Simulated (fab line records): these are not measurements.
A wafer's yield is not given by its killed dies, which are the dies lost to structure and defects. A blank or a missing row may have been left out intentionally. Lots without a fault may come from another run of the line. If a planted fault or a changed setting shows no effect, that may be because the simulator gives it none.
Shared-tool check    flow gf180mcu    Sampled: 12 lots, 36 wafers

## REASON FOR OPENING
2 of 12 lots carry a flag on the reading DUAL_GATE_OXIDATION_00_THK at GF_DUAL_GATE_THK_MEAS_03. Wafers without a fault read 10.97 nm, standard deviation 0.21.
Rule: a lot is flagged in two cases, either no wafer of it has a number, or all its wafers with numbers fall more than 4 standard deviations from that mean. All remaining lots are regarded as sound.

lot   measured      on             DUAL_GATE_OXIDATION_00_THK (nm), wafer by wafer  flag
L940  day 7 17:52   film metro-03  10.89 10.76 10.95                                
L941  day 7 23:04   film metro-03  10.65 10.59 10.41                                
L942  day 8 05:23   film metro-01  11.01 11.07 11.04                                
L943  day 8 12:40   film metro-02  10.68 10.86 10.70                                
L944  day 8 19:59   film metro-02  10.68 10.86 10.89                                
L945  day 9 02:22   film metro-02  11.35 11.18 11.25                                
L946  day 9 06:19   film metro-01  10.95 11.06 11.11                                
L954  day 11 13:31  film metro-02  8.75 8.52 8.43                                   FLAGGED
L955  day 11 18:51  film metro-01  8.95 8.87 8.98                                   FLAGGED
L959  day 13 00:54  film metro-02  11.01 11.03 10.87                                
L961  day 13 12:09  film metro-02  11.31 10.98 11.03                                
L963  day 14 01:25  film metro-03  10.85 10.87 10.85                                
The numbers of the flagged lots are 8.75 nm on average: -2.22 nm against the usual, or -11 standard deviations.

## EACH LOT AND THE TOOL IT RAN ON
The record keeps 1 process step preceding the reading, out of 602 steps on the route. Every cell lists first the tool, next ch and the chambers used by the sampled wafers, and last the start.
lot   flag     GF_DUAL_GATE_OXIDATION_02
L940           furnace-02 ch 0, day 7 16:25
L941           furnace-01 ch 0, day 7 21:37
L942           furnace-01 ch 0, day 8 03:56
L943           furnace-02 ch 0, day 8 11:13
L944           furnace-01 ch 0, day 8 18:31
L945           furnace-02 ch 0, day 9 00:55
L946           furnace-02 ch 0, day 9 04:52
L954  FLAGGED  furnace-01 ch 0, day 11 12:04
L955  FLAGGED  furnace-01 ch 0, day 11 17:25
L959           furnace-02 ch 0, day 12 23:25
L961           furnace-02 ch 0, day 13 10:38
L963           furnace-02 ch 0, day 13 23:58
What is done by these steps:
- GF_DUAL_GATE_OXIDATION_02: stabilise 600 s, purge 300 s, target thk 10.887 nm.
- GF_DUAL_GATE_THK_MEAS_03

## FLAGGED AGAINST TOTAL, ONE TOOL AT A TIME (gauges that did the reading follow at the end)
step                       tool           lots run  flagged  share of the flagged lots  sound lots run after its first flagged lot
GF_DUAL_GATE_OXIDATION_02  furnace-01     5         2        all                        0
GF_DUAL_GATE_OXIDATION_02  furnace-02     7         0        none                       -
GF_DUAL_GATE_THK_MEAS_03   film metro-01  3         1        some                       0
GF_DUAL_GATE_THK_MEAS_03   film metro-02  6         1        some                       2 (L959,L961)
GF_DUAL_GATE_THK_MEAS_03   film metro-03  3         0        none                       -

## WHAT THE TABLE PERMITS
1 row of the table ran every flagged lot: furnace-01 at GF_DUAL_GATE_OXIDATION_02.
- furnace-01 at GF_DUAL_GATE_OXIDATION_02: 2 of its 5 lots flagged. Its last sound lot is L944 (day 8 18:31), its first flagged lot L954 (day 11 12:04): a fault that began between those two fits. Its own readings (spike tc bottom C, spike tc centre C, spike tc lower C, spike tc top C, spike tc upper C, tube center temp C, tube_center_temp_C_max) fall more than 4 standard deviations out on all wafers of the flagged lots.
Just one tool remains: furnace-01 at GF_DUAL_GATE_OXIDATION_02.

## WHAT HAD BEEN PUT IN BY THE SIMULATOR
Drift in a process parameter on furnace-01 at GF_DUAL_GATE_OXIDATION_02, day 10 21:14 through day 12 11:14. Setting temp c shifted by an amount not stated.
Struck lots among those shown: L954, L955. Same finding as the rule above.
